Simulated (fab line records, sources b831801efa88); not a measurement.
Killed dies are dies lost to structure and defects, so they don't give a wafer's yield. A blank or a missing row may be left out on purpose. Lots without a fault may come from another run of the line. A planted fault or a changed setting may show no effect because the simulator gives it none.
Problem report in the 8D (eight disciplines) form, filled by code | flow sfq_line | the parts of the form that need people (team, actions taken, sign-off) are left out

1. THE PROBLEM
M1_NB_RS at SFQ_M1_RS_MEAS_909 reads a mean of 0.783 ohm/sq on 3 wafers of 3 lots; wafers without a fault read 0.894 ohm/sq with a standard deviation of 0.012. That is -9.2 standard deviations from the usual mean.
The step: measures by four-point-probe.
First seen on wafer L178.3, day 21 09:39, on film_metro-02. The record holds 43 wafers of 15 lots with a number at this step. Rule for "out", or "out of limits": more than 4 standard deviations from the usual mean. The other wafers with a number count as sound.

2. WHAT IT IS AND WHAT IT IS NOT
question                    | is                           | is not
which readings at this step | M1_NB_RS                     | -
which lots                  | L178, L179, L180             | L167, L168, L170, L171, L172, L184, L185, L186, L187, L188, L189, L190
which wafers of those lots  | L178.3, L179.3, L180.2       | L178.5, L179.5, L180.1, L180.5
read on which gauges        | film_metro-02, film_metro-03 | film_metro-04
when                        | from day 21 09:39            | up to then (16 sound wafers); but 24 sound wafers of L179, L180, L184, L185, L186, L187, L188, L189, L190 came after

3. SUSPECTS, AND WHAT RULES EACH OUT
Counting: a tool at a process step up to the reading stays a suspect if it ran every lot that is out. Sound lots after the first of them don't rule it out here, since some wafers of a struck lot are sound.
- the gauge at SFQ_M1_RS_MEAS_909: ruled out. The wafers that are out were read on 2 gauges (film_metro-02, film_metro-03).
- pvd_sputter-04 at SFQ_TRILAYER_M1_DEP_SPUTTER_037 (material Nb, target thk 200 nm, time 133.3 s): kept. It ran every lot that is out, first L178 (day 21 09:31); its last sound lot up to then is L172 (day 19 00:24).
Left after counting: pvd_sputter-04 at SFQ_TRILAYER_M1_DEP_SPUTTER_037.

4. THE CAUSE (what the simulator had put in)
Process parameter drift: pvd_sputter-04, from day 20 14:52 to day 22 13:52, at SFQ_TRILAYER_M1_DEP_SPUTTER_037. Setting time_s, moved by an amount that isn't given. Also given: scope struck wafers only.
Counting left only this tool.

5. THE CHAIN OF EFFECTS, in route order
Each row: a reading whose mean over the struck wafers that have a number lies more than 3 standard deviations from the usual. Only readings for which the record gives a usual standard deviation are gone through. hours: the time from each lot's start at the first step in this table that gives one to its start at this step, as a median over the lots. sigmas: the change in usual standard deviations.
hours | step                                | reading        | usual        | on struck wafers | change | sigmas
0     | SFQ_M1_RS_MEAS_909                  | M1_NB_RS       | 0.894 ohm/sq | 0.783            | -0.111 | -9.2
155   | SFQ_TRILAYER_M1_ETCH_METAL_ETCH_042 | oes_product_au | 0.892 a.u.   | 0.966            | +0.074 | +9.4
The process steps in it:
- SFQ_TRILAYER_M1_ETCH_METAL_ETCH_042: etches Nb in Cl2/Ar, stops on SiO2, target depth 240 nm, time 120 s.

6. WHAT WOULD HAVE CAUGHT IT SOONER
In this record the first reading out of limits at a measuring or inspecting step was taken at day 21 09:39, 19 hours after the fault began at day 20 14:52.
Of the tool readings at SFQ_TRILAYER_M1_DEP_SPUTTER_037 for which the record gives a usual standard deviation, none was out on any struck wafer, so an alarm limit of 4 standard deviations on them would not have fired.
Of the lots that are out (3), L179, L180 began SFQ_TRILAYER_M1_DEP_SPUTTER_037 on pvd_sputter-04 after day 21 09:39. A hold on the tool at that time would have spared those 2.
